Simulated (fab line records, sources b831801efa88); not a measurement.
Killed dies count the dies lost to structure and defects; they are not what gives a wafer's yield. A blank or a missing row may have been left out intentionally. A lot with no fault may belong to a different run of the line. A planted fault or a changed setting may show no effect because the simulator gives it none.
Split-lot study	flow sky130	23 wafers read from 5 lots, route of 708 steps

## THE SPLIT
At SKY_VIA3_SOFTBAKE_08 (time 90 s), the setting temp c was moved away from the recipe's 100 C on 7 of the 23 wafers read, by -3.6% to +2.7%. For the rest of the wafers, this setting stayed at what the recipe calls for.

## FROM THE SPLIT TO THE READING: what the file shows between them, 2 steps
- SKY_VIA3_EXPOSE_09: exposes mask VIM3, target cd 200 nm
- SKY_VIA3_PEB_10

## THE READING
KrF-thick_of_VIA3_COAT_07.thk nm (the simulator's own value, which no gauge read), in nm, at SKY_VIA3_DEVELOP_11 (develop time 60 s). The file gives no usual value for it. Across the 16 wafers here that went through the recipe, the average is 435.7 nm and the standard deviation 0.66 nm.

wafer	tool, chamber at the split	temp c as run, C	against the recipe	KrF-thick_of_VIA3_COAT_07.thk nm, nm	against lot-mates on the recipe
L074.1	litho track-01, 0	100	recipe	436.4	-
L074.2	litho track-01, 0	100	recipe	437	-
L074.3	litho track-01, 0	102.1	+2.1%	435.7	-0.7
L074.5	litho track-01, 0	102.1	+2.1%	434	-2.4
L074.6	litho track-01, 0	100	recipe	435.7	-
L079.2	litho track-01, 0	100	recipe	436	-
L079.4	litho track-01, 0	100	recipe	436.5	-
L079.5	litho track-01, 0	100	recipe	435.7	-
L082.1	litho track-03, 0	100	recipe	436.3	-
L082.2	litho track-03, 0	102.7	+2.7%	433.9	-2.2
L082.4	litho track-03, 0	102.7	+2.7%	433.9	-2.2
L082.3	litho track-03, 0	100	recipe	435.8	-
L082.6	litho track-03, 0	100	recipe	436.2	-
L081.1	litho track-02, 0	100	recipe	435.2	-
L081.2	litho track-02, 0	100	recipe	434.7	-
L081.3	litho track-02, 0	100	recipe	435.3	-
L081.4	litho track-02, 0	100	recipe	435.1	-
L081.6	litho track-02, 0	100	recipe	434.8	-
L084.1	litho track-01, 0	96.38	-3.6%	437.5	+2.2
L084.2	litho track-01, 0	100	recipe	435.7	-
L084.3	litho track-01, 0	96.38	-3.6%	437.4	+2.1
L084.4	litho track-01, 0	100	recipe	434.8	-
L084.6	litho track-01, 0	96.38	-3.6%	438.5	+3.2

FIT RESULTS
A straight line over all 23 wafers: KrF-thick_of_VIA3_COAT_07.thk nm changes by -0.575 nm for each +1% of temp c; r = -0.83; the points scatter about the line by 0.67 nm.
The same after taking each lot's own level away (the mean of its wafers on the recipe; 23 wafers): -0.733 nm for each +1%; r = -0.94; scatter 0.45 nm.
Per that fit: largest temp c move, reading shift of 2.7 nm.
The span of the lots' own levels, 435.02 to 436.37 nm, comes to 2.0 times the standard deviation stated above.
Hence the slope depends on the lot-to-lot level, as the two fits are not the same.
Check: +2.75 nm against its lot-mates is what the line predicts for one of the wafers moved furthest among these (-3.6%) when that wafer is left out of the fit. It came out at +2.25 nm against them.

## ADDITIONAL SPLITS CARRIED BY THESE WAFERS
Note: prior to the reading, these wafers also went through further splits. Each is held against what the fit with the lots' levels taken away leaves over:
other split on the same wafers	wafers away from the commonest value	r with KrF-thick_of_VIA3_COAT_07.thk nm (lot level and that fit taken away)
SKY_METAL2_COAT_09 resist thk nm	9	-0.25
SKY_VIA2_COAT_07 resist thk nm	10	-0.04
SKY_VIA2_SOFTBAKE_08 temp c	3	+0.16
SKY_VIA2_SPUTTER_20 chamber pressure pa	15	+0.08
SKY_METAL3_SPUTTER_04 power w	7	+0.12
SKY_CAPM_COAT_07 resist thk nm	10	-0.06
SKY_METAL3_DEVELOP_12 dev temp c	8	-0.01

## THE FILE'S OWN FIT
KrF-thick_of_VIA3_COAT_07.thk nm changes by -0.738 nm for each +1% of temp c, r = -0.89.
